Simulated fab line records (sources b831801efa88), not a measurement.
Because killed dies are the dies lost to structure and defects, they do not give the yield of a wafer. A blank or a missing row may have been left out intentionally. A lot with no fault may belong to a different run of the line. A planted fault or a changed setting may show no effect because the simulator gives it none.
2 desks, one fault    flow gf180mcu    only its own numbers are on each desk; what lay behind them is given at the end

## FROM THE METROLOGY DESK
What the gauges read, lot by lot, whatever tool the lot ran on: means of the sampled wafers that have a number. A lot is out of limits, marked OUT, if its mean lies more than 4 standard deviations from the usual mean; the brackets give that distance.
Columns: A = V5_BOW at GF_V5_BOW_MEAS_05, usual 133 um; B = cdNm at GF_V5_CD_MEAS_14, usual 260.2 nm
lot   first seen here  A    B
L373  day 26 10:29     128  260.0
L375  day 27 01:56     128  259.2
L376  day 27 12:38     138  260.4
L383  day 29 13:24     123  259.5
L385  day 30 06:34     137  261.6
L387  day 30 16:28     127  262.1
L388  day 31 00:11     139  262.4
L389  day 31 05:18     139  261.1
L390  day 31 14:02     146  259.6
L392  day 31 21:38     135  260.8
L393  day 32 02:36     131  260.2
L394  day 32 07:44     128  262.8
L395  day 32 12:53     137  258.9
L396  day 32 22:02     137  259.1
This desk's finding: nothing out of limits on any of the 14 lots.

## DESK OF THE TOOL OWNER: lithoTrack-01
The tool's own readings at GF_HV_LDD_SOFTBAKE_27 (time 60 s): means of the sampled wafers that have a number, for each lot that ran on this tool. A lot is out of limits, marked OUT, if its mean lies more than 4 standard deviations from the usual mean; the brackets give that distance.
Columns: A = runLengthS at GF_HV_LDD_SOFTBAKE_27, usual 89.27 s
lot   first seen here  A
L373  day 11 06:42     89.63
L376  day 12 07:39     89.50
L383  day 14 08:10     93.69 (+15) OUT
L385  day 15 01:34     93.80 (+16) OUT
L396  day 18 12:20     89.56
Finding of this desk: L383, L385 out of limits; the first was L383 at day 14 08:10, on runLengthS at GF_HV_LDD_SOFTBAKE_27. L373, L376, L396 stayed within limits.

## PUT TOGETHER
On L383, L385, at day 14 08:10, an alarm was possible from the tool owner's desk.
From the metrology desk's view, nothing was out of limits.
The metrology desk holds a record of L383, L385, inside its limits.
On lithoTrack-01, each named lot ran GF_HV_LDD_SOFTBAKE_27.

## WHAT THE SIMULATOR HAD PUT IN
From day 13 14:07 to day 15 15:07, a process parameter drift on lithoTrack-01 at GF_HV_LDD_SOFTBAKE_27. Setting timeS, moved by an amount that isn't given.
Lots struck among those shown: L383, L385.
Time in hours from fault onset to the first out-of-limits reading at each desk: the tool owner's desk, 18.
